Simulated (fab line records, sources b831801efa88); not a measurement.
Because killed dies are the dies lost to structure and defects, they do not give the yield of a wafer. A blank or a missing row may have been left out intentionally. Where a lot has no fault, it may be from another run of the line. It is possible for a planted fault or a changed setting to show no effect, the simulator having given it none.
fab line records	flow gf180mcu
record: lots: 5	wafers: 15	last_day: 34
route steps=602 shown VT_IMPLANT@91
lots that met no fault: from a run of the same line without faults
start_h: the number of hours between the record's first day and the start of the first shown wafer of the lot	wait_h: time in hours since the lot's previous step	" repeats the value in the row above	L1.1+2: one row covering several wafers at once	- either no value or no given start	* or withheld: withheld	< > ~ a bound
route shown NAME@n: names a module that has steps shown in the file, with the first one's number in the route	usual: mean and standard deviation over wafers with no fault	same: alike in all rows	chamber/n: place in a boat	sites: each site's reading	_std_site: standard deviation across them	_edge_site: the outer-site mean with the inner-site mean subtracted	radius_mm: how far each site lies from the wafer's centre	mask NAME#n: copy n	behind: the last tool/chamber to shape the wafer	hold: reason for holding the lot/hours on hold/outcome of the hold	device: which transistor (n, p or np) failed to switch	end of line: tests of these same wafers at the route's end	a step without rows: its recipe alone	killed: dies lost to structure and defects at the first sort, not the wafer's yield	map: a wafer's dies, marking killed ones x, the rest . and places with no die _
set.NAME: the setting as run; set.NAME@STEP: as run at that earlier step	model.NAME: the simulator's own value behind a step, which no gauge read
lots seen at some steps along the route; tables by step, rows by wafer
services: from which hour (start_h, from the record's first day; less than 0 if before it) a tool's chamber was out of use, for how many hours, and why
== steps ==
step: GF_VT_IMPLANT_HMDS_01
recipe: prime_time_s: 60	prime_temp_c: 120
lot.wafer	tool	chamber	start_h	wait_h
L075.2+3+4	litho_track-04	0	110.91	0.1
L077.1+5+6	litho_track-04	0	119.39	0.1
L079.1+3+5	litho_track-04	0	132.64	0.1
L081.1+5+6	litho_track-01	0	144.73	0.1
L095.2+3+6	litho_track-04	0	231.76	0.1
step: GF_VT_IMPLANT_COAT_02
recipe: resist: NOVOLAK	spin_rpm: 3000	resist_thk_nm: 1000
lot.wafer	tool	chamber	start_h	wait_h
L075.2+3+4	litho_track-04	0	111.06	0.1
L077.1+5+6	litho_track-04	0	119.54	0.1
L079.1+3+5	litho_track-04	0	132.79	0.1
L081.1+5+6	litho_track-01	0	144.88	0.1
L095.2+3+6	litho_track-04	0	231.91	0.1
step: GF_VT_IMPLANT_SOFTBAKE_03
recipe: temp_c: 90	time_s: 60	resist: NOVOLAK
lot.wafer	tool	chamber	start_h	wait_h
L075.2+3+4	litho_track-04	0	111.21	0.1
L077.1+5+6	litho_track-04	0	119.69	0.1
L079.1+3+5	litho_track-04	0	132.94	0.1
L081.1+5+6	litho_track-01	0	145.03	0.1
L095.2+3+6	litho_track-04	0	232.06	0.1
step: GF_VT_IMPLANT_EXPOSE_04
recipe: mask_id: LVPWELL_LV_AREA	target_cd_nm: 600	na: 0.6	source_shape: conventional	sigma_outer: 0.6	dose_mj: 140
usual: focus_offset_nm: 0.1/0.5	reticle_temp_C: 22.98/0.098
lot.wafer	tool	chamber	start_h	wait_h	mask	focus_offset_nm	reticle_temp_C
L075.2	iline_stepper-02	0	-	-	LVPWELL_LV_AREA#0	1.1	22.96
L075.3	"	0	"	"	LVPWELL_LV_AREA#0	0.7	23.02
L075.4	"	0	"	"	LVPWELL_LV_AREA#0	0.6	22.96
L077.1	iline_stepper-02	0	-	-	LVPWELL_LV_AREA#0	-0.2	23.24
L077.5	"	0	"	"	LVPWELL_LV_AREA#0	-1.3	23.00
L077.6	"	0	"	"	LVPWELL_LV_AREA#0	-1.0	23.05
L079.1	iline_stepper-02	0	-	-	LVPWELL_LV_AREA#0	0.9	23.14
L079.3	"	0	"	"	LVPWELL_LV_AREA#0	0.1	22.85
L079.5	"	0	"	"	LVPWELL_LV_AREA#0	0.7	23.11
L081.1	iline_stepper-02	0	-	-	LVPWELL_LV_AREA#0	-0.2	22.95
L081.5	"	0	"	"	LVPWELL_LV_AREA#0	0.9	22.95
L081.6	"	0	"	"	LVPWELL_LV_AREA#0	0.1	22.96
L095.2	iline_stepper-01	0	-	-	LVPWELL_LV_AREA#0	-0.5	22.78
L095.3	"	0	"	"	LVPWELL_LV_AREA#0	-0.5	22.65
L095.6	"	0	"	"	LVPWELL_LV_AREA#0	-0.2	22.82
step: GF_VT_IMPLANT_PEB_05
recipe: temp_c: withheld	time_s: *	resist: NOVOLAK
lot.wafer	tool	chamber	start_h	wait_h
L075.2+3+4	litho_track-02	0	-	-
L077.1+5+6	litho_track-02	0	-	-
L079.1+3+5	litho_track-01	0	-	-
L081.1+5+6	litho_track-01	0	-	-
L095.2+3+6	litho_track-02	0	-	-
step: GF_VT_IMPLANT_DEVELOP_06
recipe: develop_time_s: 60	dev_temp_c: 23
lot.wafer	tool	chamber	start_h	wait_h
L075.2+3+4	litho_track-02	0	117.95	0.1
L077.1+5+6	litho_track-02	0	126.72	0.1
L079.1+3+5	litho_track-01	0	140.23	0.1
L081.1+5+6	litho_track-01	0	152.83	0.1
L095.2+3+6	litho_track-02	0	241.00	0.1
step: GF_VT_IMPLANT_OVL_MEAS_07
usual: VT_IMPLANT_OVL: 1.1/1.3
lot.wafer	tool	chamber	start_h	wait_h	VT_IMPLANT_OVL[nm]
L075.2	overlay-02	-	118.08	0.1	1.9
L075.3	"	-	"	"	0.0
L075.4	"	-	"	"	1.8
L077.1	overlay-01	-	126.87	0.1	1.8
L077.5	"	-	"	"	0.1
L077.6	"	-	"	"	0.0
L079.1	overlay-01	-	140.38	0.1	-0.9
L079.3	"	-	"	"	-0.3
L079.5	"	-	"	"	0.0
L081.1	overlay-01	-	152.98	0.1	2.8
L081.5	"	-	"	"	3.2
L081.6	"	-	"	"	2.7
L095.2	overlay-02	-	241.13	0.1	0.5
L095.3	"	-	"	"	0.7
L095.6	"	-	"	"	2.6
step: GF_VT_IMPLANT_IMPLANT_08
recipe: species: BF2	energy_kev: 20	dose_cm2: 8.29e+12	tilt_deg: 7
usual: dose_ions_cm2: 8.291e+12/8.7e+09
lot.wafer	tool	chamber	start_h	wait_h	dose_ions_cm2
L075.2	implanter-04	0	118.14	0.0	8.305e+12
L075.3	"	0	"	"	8.293e+12
L075.4	"	0	"	"	8.294e+12
L077.1	implanter-04	0	126.91	0.0	8.295e+12
L077.5	"	0	"	"	8.299e+12
L077.6	"	0	"	"	8.293e+12
L079.1	implanter-01	0	140.41	0.0	8.292e+12
L079.3	"	0	"	"	8.303e+12
L079.5	"	0	"	"	8.3e+12
L081.1	implanter-04	0	153.01	0.0	8.279e+12
L081.5	"	0	"	"	8.285e+12
L081.6	"	0	"	"	8.294e+12
L095.2	implanter-01	0	241.18	0.0	8.297e+12
L095.3	"	0	"	"	8.308e+12
L095.6	"	0	"	"	8.302e+12
step: GF_VT_IMPLANT_STRIP_09
recipe: chemistry: O2/N2	power_w: 1400	pressure_mtorr: 1500	platen_temp_c: 250	o2_flow_sccm: 3000	n2_flow_sccm: 300	overash_fraction: 0.5
usual: drypump_motor_current_A: 5.7/0.37	heater_power_w: 358/39	oes_product_au: 0.716/0.0048	platen_temp_c: 250.00/0.18	strip_time_to_endpoint_s: 12.61/0.035
same: overash_fraction: 0.5
lot.wafer	tool	chamber	start_h	wait_h	drypump_motor_current_A	heater_power_w	oes_product_au	platen_temp_c	rf_hours_counter_h	strip_time_to_endpoint_s
L075.2	plasma_asher-04	0	118.26	0.1	5.2	424	0.714	249.85	45	12.58
L075.3	"	0	"	"	5.2	418	0.708	249.87	-	12.62
L075.4	"	1	"	"	5.7	381	0.716	249.53	-	12.61
L077.1	plasma_asher-03	0	127.06	0.1	6.4	343	0.711	250.11	1	12.61
L077.5	"	1	"	"	5.6	309	0.717	250.11	-	12.60
L077.6	"	0	"	"	6.4	350	0.716	250.14	-	12.60
L079.1	plasma_asher-02	0	140.56	0.1	5.6	310	0.718	249.75	36	12.56
L079.3	"	1	"	"	6.0	349	0.722	249.91	-	12.52
L079.5	"	0	"	"	5.6	319	0.724	249.84	-	12.58
L081.1	plasma_asher-04	0	153.16	0.1	5.1	412	0.715	250.00	49	12.59
L081.5	"	0	"	"	5.2	426	0.723	250.40	-	12.58
L081.6	"	1	"	"	5.7	382	0.721	250.01	-	12.60
L095.2	plasma_asher-04	1	241.31	0.1	5.7	380	0.716	250.34	57	12.61
L095.3	"	1	"	"	5.7	386	0.725	250.06	-	12.56
L095.6	"	0	"	"	5.2	432	0.719	250.25	-	12.59
step: GF_VT_IMPLANT_TW_MEAS_10
usual: VT_IMPLANT_TW: 569/7.9
lot.wafer	tool	chamber	start_h	wait_h	VT_IMPLANT_TW
L075.2	film_metro-04	-	118.37	0.1	565
L075.3	"	-	"	"	562
L075.4	"	-	"	"	564
L077.1	film_metro-04	-	127.16	0.1	563
L077.5	"	-	"	"	563
L077.6	"	-	"	"	566
L079.1	film_metro-01	-	140.66	0.1	574
L079.3	"	-	"	"	576
L079.5	"	-	"	"	573
L081.1	film_metro-04	-	153.27	0.1	562
L081.5	"	-	"	"	561
L081.6	"	-	"	"	559
L095.2	film_metro-01	-	241.42	0.1	571
L095.3	"	-	"	"	570
L095.6	"	-	"	"	572
step: GF_VT_IMPLANT_DEHYDRATE_11
recipe: temp_c: 200	time_s: 60
lot.wafer	tool	chamber	start_h	wait_h
L075.2+3+4	litho_track-02	0	125.00	6.6
L077.1+5+6	litho_track-02	0	134.47	7.3
L079.1+3+5	litho_track-04	0	148.19	7.5
L081.1+5+6	litho_track-02	0	160.37	7.1
L095.2+3+6	litho_track-01	0	250.35	8.9
step: GF_VT_IMPLANT_HMDS_12
recipe: prime_time_s: 60	prime_temp_c: 120
lot.wafer	tool	chamber	start_h	wait_h
L075.2+3+4	litho_track-02	0	125.15	0.1
L077.1+5+6	litho_track-02	0	134.62	0.1
L079.1+3+5	litho_track-04	0	148.34	0.1
L081.1+5+6	litho_track-02	0	160.52	0.1
L095.2+3+6	litho_track-01	0	250.50	0.1
step: GF_VT_IMPLANT_COAT_13
recipe: resist: NOVOLAK	spin_rpm: 3000	resist_thk_nm: 1000
lot.wafer	tool	chamber	start_h	wait_h
L075.2+3+4	litho_track-02	0	125.30	0.1
L077.1+5+6	litho_track-02	0	134.77	0.1
L079.1+3+5	litho_track-04	0	148.49	0.1
L081.1+5+6	litho_track-02	0	160.67	0.1
L095.2+3+6	litho_track-01	0	250.65	0.1
step: GF_VT_IMPLANT_SOFTBAKE_14
recipe: temp_c: 90	time_s: 60	resist: NOVOLAK
lot.wafer	tool	chamber	start_h	wait_h
L075.2+3+4	litho_track-02	0	125.45	0.1
L077.1+5+6	litho_track-02	0	134.92	0.1
L079.1+3+5	litho_track-04	0	148.64	0.1
L081.1+5+6	litho_track-02	0	160.82	0.1
L095.2+3+6	litho_track-01	0	250.80	0.1
step: GF_VT_IMPLANT_EXPOSE_15
recipe: mask_id: Nwell_LV_AREA	target_cd_nm: 860	na: 0.6	source_shape: conventional	sigma_outer: 0.6	dose_mj: 140
usual: focus_offset_nm: -0.1/0.47	reticle_temp_C: 23.00/0.097
lot.wafer	tool	chamber	start_h	wait_h	mask	focus_offset_nm	reticle_temp_C
L075.2	iline_stepper-01	0	-	-	Nwell_LV_AREA#0	0.6	22.88
L075.3	"	0	"	"	Nwell_LV_AREA#0	0.2	22.83
L075.4	"	0	"	"	Nwell_LV_AREA#0	0.6	23.00
L077.1	iline_stepper-01	0	-	-	Nwell_LV_AREA#0	0.3	23.03
L077.5	"	0	"	"	Nwell_LV_AREA#0	0.1	23.01
L077.6	"	0	"	"	Nwell_LV_AREA#0	-0.1	22.94
L079.1	iline_stepper-02	0	-	-	Nwell_LV_AREA#0	0.0	23.23
L079.3	"	0	"	"	Nwell_LV_AREA#0	-0.7	23.24
L079.5	"	0	"	"	Nwell_LV_AREA#0	-0.1	23.09
L081.1	iline_stepper-01	0	-	-	Nwell_LV_AREA#0	-0.2	22.94
L081.5	"	0	"	"	Nwell_LV_AREA#0	0.4	23.06
L081.6	"	0	"	"	Nwell_LV_AREA#0	-0.3	22.95
L095.2	iline_stepper-02	0	-	-	Nwell_LV_AREA#0	0.4	22.87
L095.3	"	0	"	"	Nwell_LV_AREA#0	-0.3	22.95
L095.6	"	0	"	"	Nwell_LV_AREA#0	-0.5	22.86
step: GF_VT_IMPLANT_PEB_16
recipe: temp_c: withheld	time_s: *	resist: NOVOLAK
lot.wafer	tool	chamber	start_h	wait_h
L075.2+3+4	litho_track-01	0	-	-
L077.1+5+6	litho_track-02	0	-	-
L079.1+3+5	litho_track-01	0	-	-
L081.1+5+6	litho_track-01	0	-	-
L095.2+3+6	litho_track-02	0	-	-
step: GF_VT_IMPLANT_DEVELOP_17
recipe: develop_time_s: 60	dev_temp_c: 23
lot.wafer	tool	chamber	start_h	wait_h
L075.2+3+4	litho_track-01	0	132.70	0.1
L077.1+5+6	litho_track-02	0	142.17	0.1
L079.1+3+5	litho_track-01	0	156.58	0.1
L081.1+5+6	litho_track-01	0	168.83	0.1
L095.2+3+6	litho_track-02	0	259.85	0.1
step: GF_VT_IMPLANT_OVL_MEAS_18
usual: VT_IMPLANT_01_OVL: -0.3/1.6
lot.wafer	tool	chamber	start_h	wait_h	VT_IMPLANT_01_OVL[nm]
L075.2	overlay-01	-	132.83	0.1	1.9
L075.3	"	-	"	"	3.9
L075.4	"	-	"	"	2.1
L077.1	overlay-02	-	142.32	0.1	1.6
L077.5	"	-	"	"	2.1
L077.6	"	-	"	"	0.4
L079.1	overlay-01	-	156.73	0.1	-1.4
L079.3	"	-	"	"	0.4
L079.5	"	-	"	"	0.1
L081.1	overlay-02	-	168.98	0.1	0.2
L081.5	"	-	"	"	0.8
L081.6	"	-	"	"	1.6
L095.2	overlay-01	-	259.98	0.1	-0.7
L095.3	"	-	"	"	-2.6
L095.6	"	-	"	"	-0.6
step: GF_VT_IMPLANT_IMPLANT_19
recipe: species: As	energy_kev: 100	dose_cm2: 4.35e+12	tilt_deg: 7
usual: dose_ions_cm2: 4.35e+12/5.3e+09
lot.wafer	tool	chamber	start_h	wait_h	dose_ions_cm2
L075.2	implanter-04	0	132.89	0.0	4.361e+12
L075.3	"	0	"	"	4.352e+12
L075.4	"	0	"	"	4.348e+12
L077.1	implanter-04	0	142.36	0.0	4.359e+12
L077.5	"	0	"	"	4.349e+12
L077.6	"	0	"	"	4.356e+12
L079.1	implanter-04	0	156.76	0.0	4.354e+12
L079.3	"	0	"	"	4.351e+12
L079.5	"	0	"	"	4.352e+12
L081.1	implanter-01	0	169.01	0.0	4.34e+12
L081.5	"	0	"	"	4.341e+12
L081.6	"	0	"	"	4.345e+12
L095.2	implanter-04	0	260.03	0.0	4.36e+12
L095.3	"	0	"	"	4.354e+12
L095.6	"	0	"	"	4.351e+12
step: GF_VT_IMPLANT_STRIP_20
recipe: chemistry: O2/N2	power_w: 1400	pressure_mtorr: 1500	platen_temp_c: 250	o2_flow_sccm: 3000	n2_flow_sccm: 300	overash_fraction: 0.5
usual: drypump_motor_current_A: 5.7/0.39	heater_power_w: 353/38	oes_product_au: 0.716/0.0045	platen_temp_c: 249.99/0.18	strip_time_to_endpoint_s: 12.63/0.031
same: overash_fraction: 0.5
lot.wafer	tool	chamber	start_h	wait_h	drypump_motor_current_A	heater_power_w	oes_product_au	platen_temp_c	rf_hours_counter_h	strip_time_to_endpoint_s
L075.2	plasma_asher-04	0	133.01	0.1	5.2	412	0.719	249.80	47	12.65
L075.3	"	0	"	"	5.2	420	0.719	250.30	-	12.65
L075.4	"	1	"	"	5.7	385	0.711	249.86	-	12.66
L077.1	plasma_asher-02	0	142.51	0.1	5.6	314	0.729	250.01	36	12.62
L077.5	"	0	"	"	5.6	309	0.713	250.01	-	12.63
L077.6	"	1	"	"	6.0	347	0.713	249.77	-	12.66
L079.1	plasma_asher-02	0	156.91	0.1	5.6	316	0.721	249.82	38	12.60
L079.3	"	1	"	"	6.0	351	0.707	249.96	-	12.60
L079.5	"	0	"	"	5.6	316	0.715	249.69	-	12.63
L081.1	plasma_asher-04	0	169.16	0.1	5.2	420	0.717	250.10	50	12.66
L081.5	"	0	"	"	5.2	417	0.720	249.86	-	12.65
L081.6	"	1	"	"	5.7	384	0.710	250.07	-	12.65
L095.2	plasma_asher-02	1	260.16	0.1	6.0	350	0.711	249.93	50	12.64
L095.3	"	0	"	"	5.6	314	0.712	250.33	-	12.65
L095.6	"	0	"	"	5.6	309	0.718	249.96	-	12.64
step: GF_VT_IMPLANT_TW_MEAS_21
usual: VT_IMPLANT_2_TW: 1225/16
lot.wafer	tool	chamber	start_h	wait_h	VT_IMPLANT_2_TW
L075.2	film_metro-04	-	133.12	0.1	1216
L075.3	"	-	"	"	1215
L075.4	"	-	"	"	1210
L077.1	film_metro-03	-	142.61	0.1	1243
L077.5	"	-	"	"	1247
L077.6	"	-	"	"	1239
L079.1	film_metro-04	-	157.01	0.1	1207
L079.3	"	-	"	"	1217
L079.5	"	-	"	"	1211
L081.1	film_metro-04	-	169.26	0.1	1206
L081.5	"	-	"	"	1211
L081.6	"	-	"	"	1205
L095.2	film_metro-01	-	260.27	0.1	1224
L095.3	"	-	"	"	1230
L095.6	"	-	"	"	1228
step: GF_VT_IMPLANT_DEHYDRATE_22
recipe: temp_c: 200	time_s: 60
lot.wafer	tool	chamber	start_h	wait_h
L075.2+3+4	litho_track-04	0	139.86	6.7
L077.1+5+6	litho_track-04	0	149.74	7.1
L079.1+3+5	litho_track-04	0	164.89	7.9
L081.1+5+6	litho_track-04	0	176.99	7.7
L095.2+3+6	litho_track-04	0	269.21	8.9
step: GF_VT_IMPLANT_HMDS_23
recipe: prime_time_s: 60	prime_temp_c: 120
lot.wafer	tool	chamber	start_h	wait_h
L075.2+3+4	litho_track-04	0	140.01	0.1
L077.1+5+6	litho_track-04	0	149.89	0.1
L079.1+3+5	litho_track-04	0	165.04	0.1
L081.1+5+6	litho_track-04	0	177.14	0.1
L095.2+3+6	litho_track-04	0	269.36	0.1
step: GF_VT_IMPLANT_COAT_24
recipe: resist: NOVOLAK	spin_rpm: 3000	resist_thk_nm: 1000
lot.wafer	tool	chamber	start_h	wait_h
L075.2+3+4	litho_track-04	0	140.16	0.1
L077.1+5+6	litho_track-04	0	150.04	0.1
L079.1+3+5	litho_track-04	0	165.19	0.1
L081.1+5+6	litho_track-04	0	177.29	0.1
L095.2+3+6	litho_track-04	0	269.51	0.1
step: GF_VT_IMPLANT_SOFTBAKE_25
recipe: temp_c: 90	time_s: 60	resist: NOVOLAK
lot.wafer	tool	chamber	start_h	wait_h
L075.2+3+4	litho_track-04	0	140.31	0.1
L077.1+5+6	litho_track-04	0	150.19	0.1
L079.1+3+5	litho_track-04	0	165.34	0.1
L081.1+5+6	litho_track-04	0	177.44	0.1
L095.2+3+6	litho_track-04	0	269.66	0.1
step: GF_VT_IMPLANT_EXPOSE_26
recipe: mask_id: LVPWELL_HV_AREA	target_cd_nm: 860	na: 0.6	source_shape: conventional	sigma_outer: 0.6	dose_mj: 140
usual: focus_offset_nm: 0.0/0.47	reticle_temp_C: 23.00/0.1
lot.wafer	tool	chamber	start_h	wait_h	mask	focus_offset_nm	reticle_temp_C
L075.2	iline_stepper-02	0	-	-	LVPWELL_HV_AREA#0	0.2	23.19
L075.3	"	0	"	"	LVPWELL_HV_AREA#0	0.0	23.16
L075.4	"	0	"	"	LVPWELL_HV_AREA#0	-1.0	23.06
L077.1	iline_stepper-02	0	-	-	LVPWELL_HV_AREA#0	-0.5	23.03
L077.5	"	0	"	"	LVPWELL_HV_AREA#0	-0.2	23.01
L077.6	"	0	"	"	LVPWELL_HV_AREA#0	0.1	23.05
L079.1	iline_stepper-02	0	-	-	LVPWELL_HV_AREA#0	0.1	22.91
L079.3	"	0	"	"	LVPWELL_HV_AREA#0	1.2	23.12
L079.5	"	0	"	"	LVPWELL_HV_AREA#0	0.1	22.92
L081.1	iline_stepper-01	0	-	-	LVPWELL_HV_AREA#0	-0.4	22.88
L081.5	"	0	"	"	LVPWELL_HV_AREA#0	0.3	22.98
L081.6	"	0	"	"	LVPWELL_HV_AREA#0	-0.6	22.96
L095.2	iline_stepper-01	0	-	-	LVPWELL_HV_AREA#0	-0.6	22.97
L095.3	"	0	"	"	LVPWELL_HV_AREA#0	-0.5	23.00
L095.6	"	0	"	"	LVPWELL_HV_AREA#0	-0.8	23.03
step: GF_VT_IMPLANT_PEB_27
recipe: temp_c: withheld	time_s: *	resist: NOVOLAK
lot.wafer	tool	chamber	start_h	wait_h
L075.2+3+4	litho_track-04	0	-	-
L077.1+5+6	litho_track-02	0	-	-
L079.1+3+5	litho_track-04	0	-	-
L081.1+5+6	litho_track-01	0	-	-
L095.2+3+6	litho_track-01	0	-	-
step: GF_VT_IMPLANT_DEVELOP_28
recipe: develop_time_s: 60	dev_temp_c: 23
lot.wafer	tool	chamber	start_h	wait_h
L075.2+3+4	litho_track-04	0	148.06	0.1
L077.1+5+6	litho_track-02	0	157.57	0.1
L079.1+3+5	litho_track-04	0	172.79	0.1
L081.1+5+6	litho_track-01	0	185.73	0.1
L095.2+3+6	litho_track-01	0	278.75	0.1
step: GF_VT_IMPLANT_OVL_MEAS_29
usual: VT_IMPLANT_02_OVL: 0.0/1.4
lot.wafer	tool	chamber	start_h	wait_h	VT_IMPLANT_02_OVL[nm]
L075.2	overlay-02	-	148.19	0.1	0.7
L075.3	"	-	"	"	3.1
L075.4	"	-	"	"	-0.1
L077.1	overlay-02	-	157.72	0.1	2.5
L077.5	"	-	"	"	2.4
L077.6	"	-	"	"	0.8
L079.1	overlay-01	-	172.94	0.1	-1.2
L079.3	"	-	"	"	0.3
L079.5	"	-	"	"	1.5
L081.1	overlay-02	-	185.88	0.1	-0.6
L081.5	"	-	"	"	-0.5
L081.6	"	-	"	"	-1.6
L095.2	overlay-01	-	278.88	0.1	1.5
L095.3	"	-	"	"	1.2
L095.6	"	-	"	"	0.6
step: GF_VT_IMPLANT_IMPLANT_30
recipe: species: B	energy_kev: 25	dose_cm2: 2.534e+12	tilt_deg: 7
usual: dose_ions_cm2: 2.5346e+12/2.5e+09
lot.wafer	tool	chamber	start_h	wait_h	dose_ions_cm2
L075.2	implanter-01	0	148.25	0.0	2.5341e+12
L075.3	"	0	"	"	2.5386e+12
L075.4	"	0	"	"	2.5333e+12
L077.1	implanter-01	0	157.76	0.0	2.5334e+12
L077.5	"	0	"	"	2.538e+12
L077.6	"	0	"	"	2.5342e+12
L079.1	implanter-04	0	172.97	0.0	2.5359e+12
L079.3	"	0	"	"	2.5377e+12
L079.5	"	0	"	"	2.5362e+12
L081.1	implanter-01	0	185.91	0.0	2.5348e+12
L081.5	"	0	"	"	2.5338e+12
L081.6	"	0	"	"	2.5339e+12
L095.2	implanter-04	0	278.94	0.0	2.5341e+12
L095.3	"	0	"	"	2.5369e+12
L095.6	"	0	"	"	2.5385e+12
step: GF_VT_IMPLANT_STRIP_31
recipe: chemistry: O2/N2	power_w: 1400	pressure_mtorr: 1500	platen_temp_c: 250	o2_flow_sccm: 3000	n2_flow_sccm: 300	overash_fraction: 0.5
usual: drypump_motor_current_A: 5.8/0.37	heater_power_w: 352/38	oes_product_au: 0.716/0.0046	platen_temp_c: 250.00/0.17	strip_time_to_endpoint_s: 12.63/0.033
same: overash_fraction: 0.5
lot.wafer	tool	chamber	start_h	wait_h	drypump_motor_current_A	heater_power_w	oes_product_au	platen_temp_c	rf_hours_counter_h	strip_time_to_endpoint_s
L075.2	plasma_asher-04	0	148.37	0.1	5.2	418	0.712	249.94	48	12.65
L075.3	"	0	"	"	5.2	421	0.710	250.23	-	12.63
L075.4	"	1	"	"	5.7	390	0.724	249.85	-	12.61
L077.1	plasma_asher-04	0	157.91	0.1	5.2	421	0.724	249.75	49	12.56
L077.5	"	1	"	"	5.8	382	0.716	250.03	-	12.56
L077.6	"	0	"	"	5.2	428	0.709	249.87	-	12.57
L079.1	plasma_asher-03	0	173.12	0.1	6.4	351	0.721	249.89	6	12.60
L079.3	"	0	"	"	6.4	346	0.713	249.57	-	12.63
L079.5	"	0	"	"	6.4	351	0.720	249.77	-	12.58
L081.1	plasma_asher-04	0	186.06	0.1	5.2	429	0.710	250.04	51	12.61
L081.5	"	0	"	"	5.2	420	0.704	250.23	-	12.60
L081.6	"	1	"	"	5.7	373	0.721	250.27	-	12.63
L095.2	plasma_asher-03	0	279.06	0.1	6.4	345	0.710	250.05	17	12.64
L095.3	"	0	"	"	6.4	356	0.720	249.89	-	12.68
L095.6	"	0	"	"	6.4	354	0.720	250.14	-	12.64
step: GF_VT_IMPLANT_TW_MEAS_32
usual: VT_IMPLANT_3_TW: 272/4.1
lot.wafer	tool	chamber	start_h	wait_h	VT_IMPLANT_3_TW
L075.2	film_metro-03	-	148.48	0.1	278
L075.3	"	-	"	"	275
L075.4	"	-	"	"	275
L077.1	film_metro-01	-	158.01	0.1	272
L077.5	"	-	"	"	272
L077.6	"	-	"	"	274
L079.1	film_metro-04	-	173.22	0.1	268
L079.3	"	-	"	"	269
L079.5	"	-	"	"	268
L081.1	film_metro-03	-	186.16	0.1	273
L081.5	"	-	"	"	273
L081.6	"	-	"	"	271
L095.2	film_metro-04	-	279.17	0.1	267
L095.3	"	-	"	"	267
L095.6	"	-	"	"	266
step: GF_VT_IMPLANT_DEHYDRATE_33
recipe: temp_c: 200	time_s: 60
lot.wafer	tool	chamber	start_h	wait_h
L075.2+3+4	litho_track-01	0	155.85	7.4
L077.1+5+6	litho_track-02	0	165.67	7.7
L079.1+3+5	litho_track-01	0	180.28	7.0
L081.1+5+6	litho_track-01	0	193.33	7.2
L095.2+3+6	litho_track-04	0	288.61	9.4
step: GF_VT_IMPLANT_HMDS_34
recipe: prime_time_s: 60	prime_temp_c: 120
lot.wafer	tool	chamber	start_h	wait_h
L075.2+3+4	litho_track-01	0	156.00	0.1
L077.1+5+6	litho_track-02	0	165.82	0.1
L079.1+3+5	litho_track-01	0	180.43	0.1
L081.1+5+6	litho_track-01	0	193.48	0.1
L095.2+3+6	litho_track-04	0	288.76	0.1
step: GF_VT_IMPLANT_COAT_35
recipe: resist: NOVOLAK	spin_rpm: 3000	resist_thk_nm: 1000
lot.wafer	tool	chamber	start_h	wait_h
L075.2+3+4	litho_track-01	0	156.15	0.1
L077.1+5+6	litho_track-02	0	165.97	0.1
L079.1+3+5	litho_track-01	0	180.58	0.1
L081.1+5+6	litho_track-01	0	193.63	0.1
L095.2+3+6	litho_track-04	0	288.91	0.1
step: GF_VT_IMPLANT_SOFTBAKE_36
recipe: temp_c: 90	time_s: 60	resist: NOVOLAK
lot.wafer	tool	chamber	start_h	wait_h
L075.2+3+4	litho_track-01	0	156.30	0.1
L077.1+5+6	litho_track-02	0	166.12	0.1
L079.1+3+5	litho_track-01	0	180.73	0.1
L081.1+5+6	litho_track-01	0	193.78	0.1
L095.2+3+6	litho_track-04	0	289.06	0.1
step: GF_VT_IMPLANT_EXPOSE_37
recipe: mask_id: Nwell_HV_AREA	target_cd_nm: 860	na: 0.6	source_shape: conventional	sigma_outer: 0.6	dose_mj: 140
usual: focus_offset_nm: 0.0/0.48	reticle_temp_C: 23.01/0.11
lot.wafer	tool	chamber	start_h	wait_h	mask	focus_offset_nm	reticle_temp_C
L075.2	iline_stepper-02	0	-	-	Nwell_HV_AREA#0	0.4	23.01
L075.3	"	0	"	"	Nwell_HV_AREA#0	0.9	22.96
L075.4	"	0	"	"	Nwell_HV_AREA#0	0.3	23.14
L077.1	iline_stepper-02	0	-	-	Nwell_HV_AREA#0	0.2	23.01
L077.5	"	0	"	"	Nwell_HV_AREA#0	0.1	23.03
L077.6	"	0	"	"	Nwell_HV_AREA#0	0.6	23.04
L079.1	iline_stepper-01	0	-	-	Nwell_HV_AREA#0	0.4	23.10
L079.3	"	0	"	"	Nwell_HV_AREA#0	0.2	23.08
L079.5	"	0	"	"	Nwell_HV_AREA#0	1.5	23.07
L081.1	iline_stepper-02	0	-	-	Nwell_HV_AREA#0	-0.1	23.11
L081.5	"	0	"	"	Nwell_HV_AREA#0	-0.1	23.13
L081.6	"	0	"	"	Nwell_HV_AREA#0	-0.3	22.98
L095.2	iline_stepper-01	0	-	-	Nwell_HV_AREA#0	-0.2	23.04
L095.3	"	0	"	"	Nwell_HV_AREA#0	0.3	23.18
L095.6	"	0	"	"	Nwell_HV_AREA#0	0.7	23.05
step: GF_VT_IMPLANT_PEB_38
recipe: temp_c: withheld	time_s: *	resist: NOVOLAK
lot.wafer	tool	chamber	start_h	wait_h
L075.2+3+4	litho_track-04	0	-	-
L077.1+5+6	litho_track-02	0	-	-
L079.1+3+5	litho_track-01	0	-	-
L081.1+5+6	litho_track-04	0	-	-
L095.2+3+6	litho_track-04	0	-	-
== services ==
tool	chamber	start_h	hours	kind
implanter-01	-	99.93	2.0	repair
implanter-04	-	100.68	5.2	repair
iline_stepper-01	-	108.17	1.7	pm
plasma_asher-03	-	108.75	9.0	pm
plasma_asher-03	0	108.75	9.0	vent_cycle
plasma_asher-03	1	108.75	9.0	vent_cycle
implanter-01	-	109.40	1.2	repair
plasma_asher-03	0	117.75	-	clean
plasma_asher-03	1	117.75	-	clean
plasma_asher-04	-	125.94	0.4	repair
iline_stepper-01	-	146.85	0.8	repair
plasma_asher-04	-	175.00	3.5	repair
plasma_asher-04	-	179.18	1.7	repair
iline_stepper-02	-	187.88	1.7	pm
plasma_asher-03	-	197.43	6.9	repair
iline_stepper-02	-	205.93	2.1	pm
iline_stepper-02	-	208.01	-	consumable_replace:lamp
plasma_asher-04	-	221.25	3.4	repair
implanter-01	-	224.25	0.9	repair
plasma_asher-03	-	227.18	2.8	pm
implanter-04	-	228.25	6.4	repair
iline_stepper-02	-	238.81	11.6	repair
implanter-01	-	275.65	2.3	repair
plasma_asher-02	-	286.77	5.9	repair
== key ==
fault none
